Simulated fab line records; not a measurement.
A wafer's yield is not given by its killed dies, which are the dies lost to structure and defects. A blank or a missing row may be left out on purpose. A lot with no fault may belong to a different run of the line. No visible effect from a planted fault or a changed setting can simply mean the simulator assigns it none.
Code-filled problem report in 8D (eight disciplines) form || flow sfqLine || the parts of the form that need people (team, actions taken, sign-off) are left out

== 1. THE ISSUE ==
Wafers without a fault read 0.685 a.u., standard deviation 0.0052; oesProductAu at SFQ_TRILAYER_I1_VIA_BARC_OPEN_VIA_ETCH_071 reads a mean of 0.736 a.u. on 6 wafers belonging to 2 lots. Relative to the usual mean, that is a shift of +9.7 standard deviations.
The step: etches BARC in O2, target depth 125 nm, time 41.7 s.
Earliest sighting: wafer L678.3 on rieDiel-01 at day 35 15:16. Wafers with a number at this step in the record: 42, from 14 lots. The rule behind "out" and "out of limits": a value lying over 4 standard deviations away from the usual mean. The other wafers with a number count as sound.

== 2. WHAT IT IS, AND WHAT IT ISN'T ==
{"question": "which readings at this step", "is": "oesProductAu", "is not": "drypumpMotorCurrentA"}
{"question": "which lots", "is": "L678, L679", "is not": "L664, L666, L668, L669, L680, L681, L682, L683, L684, L685, L686, L687"}
{"question": "which wafers of those lots", "is": "all that have a number", "is not": "-"}
{"question": "read on which tools", "is": "rieDiel-01", "is not": "rieDiel-02, rieDiel-04"}
{"question": "when", "is": "from day 35 15:16", "is not": "up to then (12 sound wafers); but 24 sound wafers of L680, L681, L682, L683, L684, L685, L686, L687 came after"}

== 3. SUSPECTS, AND WHAT RULES EACH OUT ==
Counting: a tool at a process step up to the reading stays a suspect if it ran every lot that is out and no sound lot after the first of them.
- lithoTrack-02 at SFQ_TRILAYER_I1_VIA_LITHO_COAT_054 (resist thk 62 nm): ruled out as a lasting fault. The sound lots L686 went through it after L678, its earliest lot that is out (day 29 12:11).
- rieDiel-01 at SFQ_TRILAYER_I1_VIA_BARC_OPEN_VIA_ETCH_071 (etches BARC in O2, target depth 125 nm, time 41.7 s): ruled out as a lasting fault. The sound lots L681, L683, L684 went through it after L678, its earliest lot that is out (day 35 15:16).
Left after counting: nothing in the record.

== 4. THE CAUSE (what the simulator had put in) ==
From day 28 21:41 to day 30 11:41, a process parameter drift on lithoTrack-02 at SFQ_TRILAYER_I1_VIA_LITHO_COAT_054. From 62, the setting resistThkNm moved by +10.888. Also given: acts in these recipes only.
It was ruled out by counting, in error; the rule expects a fault to strike all lots run on its tool from its start on, and this fault did not.

== 5. THE EFFECT CHAIN, in route order ==
One row per reading whose mean, taken over the struck wafers that have a number, lies over 3 standard deviations from the usual. Only readings for which the record gives a usual standard deviation are gone through. hours: the time from each lot's start at the first step in this table that gives one to its start at this step, as a median over the lots. sigmas: the change in usual standard deviations.
{"hours": 0, "step": "SFQ_TRILAYER_I1_VIA_BARC_OPEN_VIA_ETCH_071", "reading": "oesProductAu", "usual": "0.685 a.u.", "on struck wafers": 0.736, "change": "+0.051", "sigmas": "+9.7"}
It contains these process steps:
- SFQ_TRILAYER_I1_VIA_BARC_OPEN_VIA_ETCH_071: etches BARC in O2, target depth 125 nm, time 41.7 s.

== 6. WHAT WOULD HAVE CAUGHT IT SOONER ==
In this record the first reading out of limits was taken at day 35 15:16, 162 hours after the fault began at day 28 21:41.
Tool readings at SFQ_TRILAYER_I1_VIA_LITHO_COAT_054 with a usual standard deviation given in the record: none out on any struck wafer, hence no alarm at a limit of 4 standard deviations on them.
